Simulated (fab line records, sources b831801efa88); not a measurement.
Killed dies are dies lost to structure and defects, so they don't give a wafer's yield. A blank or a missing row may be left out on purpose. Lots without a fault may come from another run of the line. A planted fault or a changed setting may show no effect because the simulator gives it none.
Which tool did it? | flow gf180mcu | 11 lots, 33 wafers sampled, at 3 steps of a route of 602

WHAT THE GAUGES READ, wafer by wafer
GF_TOP_METAL_RS_MEAS_05: measures by four-point-probe.
lot  | measured     | on            | TOP_METAL_ALCU_RS (ohm/sq)
L569 | day 27 04:31 | film_metro-04 | 0.03315 0.03288 0.03241
L570 | day 28 03:41 | film_metro-01 | 0.03283 0.03313 0.03296
L573 | day 28 18:29 | film_metro-04 | 0.03326 0.03267 0.03269
L574 | day 29 05:28 | film_metro-01 | 0.03296 0.03242 0.0333
L575 | day 29 06:42 | film_metro-04 | 0.03295 0.03263 0.03286
L577 | day 30 00:17 | film_metro-01 | 0.03285 0.03233 0.03267
L578 | day 30 10:19 | film_metro-03 | 0.03298 0.0328 0.03284
L579 | day 30 11:41 | film_metro-04 | 0.03277 0.03288 0.03302
L581 | day 30 21:46 | film_metro-01 | 0.03341 0.03316 0.03275
L586 | day 32 04:30 | film_metro-03 | 0.03261 0.03932 0.03984
L588 | day 32 17:22 | film_metro-04 | 0.03286 0.03321 0.03337

WHICH TOOL RAN EACH LOT (tool, then ch and the chambers of the sampled wafers, then the start)
lot  | GF_M5_ETCH_09                      | GF_TOP_METAL_SPUTTER_02
L569 | rie_diel-01 ch 1,2,3, day 26 04:58 | pvd_sputter-02, day 27 04:22
L570 | rie_diel-03 ch 0,1,2, day 27 04:41 | pvd_sputter-03, day 28 03:35
L573 | rie_diel-02 ch 0,3, day 27 19:37   | pvd_sputter-01, day 28 18:24
L574 | rie_diel-01 ch 2,3, day 28 05:58   | pvd_sputter-01, day 29 05:21
L575 | rie_diel-02 ch 0,2, day 28 08:07   | pvd_sputter-02, day 29 06:37
L577 | rie_diel-02 ch 0,1,2, day 29 02:13 | pvd_sputter-02, day 30 00:11
L578 | rie_diel-02 ch 0,1, day 29 12:01   | pvd_sputter-03, day 30 10:13
L579 | rie_diel-03 ch 2,3, day 29 13:26   | pvd_sputter-03, day 30 11:36
L581 | rie_diel-01 ch 0,2,3, day 30 00:19 | pvd_sputter-03, day 30 21:40
L586 | rie_diel-01 ch 0,1,3, day 31 07:52 | pvd_sputter-03, day 32 04:25
L588 | rie_diel-01 ch 0,1,2, day 31 20:52 | pvd_sputter-02, day 32 17:13
- GF_M5_ETCH_09: etches Si3N4 in CF4/O2, target depth 52 nm, time 11.6 s.
- GF_TOP_METAL_SPUTTER_02: material AlCu, target thk 900 nm, time 47.82 s.

THE ANSWER, worked out from the rows above alone
Rule: what is usual is taken from the lots themselves. Put in order of their means at a reading, lots are off if they are a third of the lots or fewer, leave a main group of 4 or more, and stand apart from it by a gap of 3 or more times the standard deviation of the main group's means; of several such gaps the widest counts. A main group whose means are all the same, to the digits that the tables above print for the reading, isn't used. A lot without any number at a reading at which 4 lots or more have one is off too. The other lots that the step has rows for count as sound.
Off: L586, at GF_TOP_METAL_RS_MEAS_05 (TOP_METAL_ALCU_RS). The main group: mean 0.03290 ohm/sq, standard deviation 0.00014.
A tool fits if, at a process step before that reading, it ran every lot that is off, and no sound lot after the first of them. The gauges at GF_TOP_METAL_RS_MEAS_05 are tried like those tools. Can't be told from this: 2 tools fit, pvd_sputter-03 at GF_TOP_METAL_SPUTTER_02, film_metro-03 at GF_TOP_METAL_RS_MEAS_05.

WHAT THE SIMULATOR HAD PUT IN
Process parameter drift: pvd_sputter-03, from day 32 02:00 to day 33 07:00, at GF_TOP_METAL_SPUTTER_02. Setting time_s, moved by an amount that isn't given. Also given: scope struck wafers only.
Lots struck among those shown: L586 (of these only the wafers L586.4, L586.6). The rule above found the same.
